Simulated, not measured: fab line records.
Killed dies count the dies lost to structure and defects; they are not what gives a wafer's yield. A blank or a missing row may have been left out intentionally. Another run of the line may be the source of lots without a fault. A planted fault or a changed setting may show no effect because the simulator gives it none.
Which tool was responsible? + flow gf180mcu + 6 lots, 18 wafers sampled, at 4 steps of a route of 602

## WHAT EACH GAUGE READ, for each wafer
GF_V3_THK_MEAS_01.
| lot  | measured     | on            | V3_CVD_00_THK (nm) |
|------|--------------|---------------|--------------------|
| L437 | day 21 19:42 | film_metro-01 | 598 601 593        |
| L442 | day 23 13:02 | film_metro-02 | 601 601 600        |
| L449 | day 25 23:55 | film_metro-01 | 591 593 904        |
| L451 | day 26 12:46 | film_metro-02 | 899 604 898        |
| L455 | day 28 01:09 | film_metro-02 | 600 595 591        |
| L458 | day 28 15:02 | film_metro-02 | 590 603 608        |

## TOOL THAT RAN EACH LOT (tool first, then ch and the chambers of the sampled wafers, then the start)
| lot  | GF_SALICIDE_SPUTTER_02       | GF_SALICIDE_SPUTTER_03       | GF_V3_CVD_00                     |
|------|------------------------------|------------------------------|----------------------------------|
| L437 | pvd_sputter-01, day 15 12:59 | pvd_sputter-01, day 15 13:01 | hdpcvd-01 ch 0,2, day 21 19:37   |
| L442 | pvd_sputter-04, day 17 03:34 | pvd_sputter-04, day 17 03:35 | hdpcvd-02 ch 0,2, day 23 12:58   |
| L449 | pvd_sputter-03, day 19 19:44 | pvd_sputter-03, day 19 19:46 | hdpcvd-01 ch 0,1,2, day 25 23:50 |
| L451 | pvd_sputter-03, day 20 13:35 | pvd_sputter-03, day 20 13:36 | hdpcvd-01 ch 0,2, day 26 12:41   |
| L455 | pvd_sputter-03, day 22 04:48 | pvd_sputter-03, day 22 04:50 | hdpcvd-02 ch 1,2, day 28 01:04   |
| L458 | pvd_sputter-04, day 22 20:37 | pvd_sputter-04, day 22 20:38 | hdpcvd-02 ch 0,1,2, day 28 14:58 |
- GF_SALICIDE_SPUTTER_02: material Co, target thk 10 nm, time 20 s.
- GF_SALICIDE_SPUTTER_03: material TiN, target thk 20 nm, time 16.7 s.
- GF_V3_CVD_00: deposits SiO2, target thk 600 nm, time 100 s.

## THE ANSWER, worked out from the rows above alone
Rule: usual is defined by the lots themselves. The widest of any qualifying gaps counts: lots, ordered by their means at a reading, are off when they make up no more than a third of the lots, leave a main group of 4 or more, and stand apart from it by 3 or more times the standard deviation of that group's means. If all means in a main group match to the digits the tables above print for the reading, that group is not used. A lot without any number at a reading at which 4 lots or more have one is off too. Any other lot the step has rows for is counted as sound.
Off: L449, L451, at GF_V3_THK_MEAS_01 (V3_CVD_00_THK). Mean 598 nm and standard deviation 2.2 in the main group.
A tool fits if, at a process step before that reading, it ran every lot that is off, and no sound lot after the first of them. Those tools and the gauges at GF_V3_THK_MEAS_01 are tried in the same way. One candidate fits, namely hdpcvd-01 at GF_V3_CVD_00. Its last sound lot is L437 (day 21 19:37), its first lot that is off L449 (day 25 23:50): a fault that began between those two fits.

## WHAT THE SIMULATOR PUT IN
hdpcvd-01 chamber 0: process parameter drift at GF_V3_CVD_00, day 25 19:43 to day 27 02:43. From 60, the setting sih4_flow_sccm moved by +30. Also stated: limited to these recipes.
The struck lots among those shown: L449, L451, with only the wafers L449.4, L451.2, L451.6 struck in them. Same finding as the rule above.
